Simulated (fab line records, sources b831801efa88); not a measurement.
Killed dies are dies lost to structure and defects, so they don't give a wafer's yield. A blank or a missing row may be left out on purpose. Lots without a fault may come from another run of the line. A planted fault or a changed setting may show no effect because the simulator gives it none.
Which tool did it? | flow sfq_line | 7 lots, 21 wafers sampled, at 4 steps of a route of 325

WHAT THE GAUGES READ, wafer by wafer
SFQ_M8_RS_MEAS_949: measures by four-point-probe.
lot  | measured     | on            | M8_AU_RS (ohm/sq)
L663 | day 84 05:14 | film_metro-03 | 0.1528 0.1533 0.1530
L665 | day 84 12:35 | film_metro-03 | 0.1543 0.1533 0.1525
L668 | day 85 05:55 | film_metro-02 | 0.1532 0.1518 0.1517
L671 | day 85 14:09 | film_metro-03 | 0.1528 0.1524 0.1531
L676 | day 90 00:31 | film_metro-02 | 0.1555 0.1540 0.1572
L680 | day 91 17:04 | film_metro-02 | 0.1272 0.1547 0.1536 0.1274 0.1546 0.1534
L684 | day 91 21:52 | film_metro-03 | 0.1270 0.1536 0.1544 0.1267 0.1541 0.1542

WHICH TOOL RAN EACH LOT (tool, then ch and the chambers of the sampled wafers, then the start)
lot  | SFQ_TRILAYER_M6_STRIP_STRIP_163   | SFQ_TRILAYER_I7_VIA_STRIP_STRIP_191 | SFQ_TRILAYER_M8_DEP_EVAP_196
L663 | rie_metal-03 ch 0,1, day 74 00:59 | rie_metal-04 ch 1, day 79 22:25     | pvd_sputter-02, day 84 04:43
L665 | rie_metal-03 ch 0,1, day 74 03:23 | rie_metal-04 ch 0,1, day 80 02:01   | pvd_sputter-02, day 84 12:03
L668 | rie_metal-02 ch 0,1, day 75 14:43 | rie_metal-04 ch 0,1, day 80 21:13   | pvd_sputter-01, day 85 05:23
L671 | rie_metal-01 ch 0,1, day 75 21:46 | rie_metal-01 ch 1, day 81 02:01     | pvd_sputter-02, day 85 13:38
L676 | rie_metal-01 ch 0,1, day 78 06:05 | rie_metal-02 ch 0,1, day 89 20:10   | pvd_sputter-01, day 89 23:59
L680 | rie_metal-01 ch 0,1, day 78 19:17 | rie_metal-04 ch 0, day 90 09:29     | pvd_sputter-01, day 91 16:33
L684 | rie_metal-02 ch 0,1, day 79 21:14 | rie_metal-01 ch 0,1, day 91 16:48   | pvd_sputter-01, day 91 21:21
- SFQ_TRILAYER_M6_STRIP_STRIP_163: strips in O2.
- SFQ_TRILAYER_I7_VIA_STRIP_STRIP_191: strips in O2.
- SFQ_TRILAYER_M8_DEP_EVAP_196: material Au, target thk 180 nm, time 900 s.

THE ANSWER, worked out from the rows above alone
Rule: what is usual is taken from the lots themselves. Put in order of their means at a reading, lots are off if they are a third of the lots or fewer, leave a main group of 4 or more, and stand apart from it by a gap of 3 or more times the standard deviation of the main group's means; of several such gaps the widest counts. A main group whose means are all the same, to the digits that the tables above print for the reading, isn't used. A lot without any number at a reading at which 4 lots or more have one is off too. The other lots that the step has rows for count as sound.
Off: L680, L684, at SFQ_M8_RS_MEAS_949 (M8_AU_RS). The main group: mean 0.1534 ohm/sq, standard deviation 0.0011.
A tool fits if, at a process step before that reading, it ran every lot that is off, and no sound lot after the first of them. The gauges at SFQ_M8_RS_MEAS_949 are tried like those tools. One fits: pvd_sputter-01 at SFQ_TRILAYER_M8_DEP_EVAP_196. Its last sound lot is L676 (day 89 23:59), its first lot that is off L680 (day 91 16:33): a fault that began between those two fits.

WHAT THE SIMULATOR HAD PUT IN
Process parameter drift: pvd_sputter-01, from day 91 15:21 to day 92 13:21, at SFQ_TRILAYER_M8_DEP_EVAP_196. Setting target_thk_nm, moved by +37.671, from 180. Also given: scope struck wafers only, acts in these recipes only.
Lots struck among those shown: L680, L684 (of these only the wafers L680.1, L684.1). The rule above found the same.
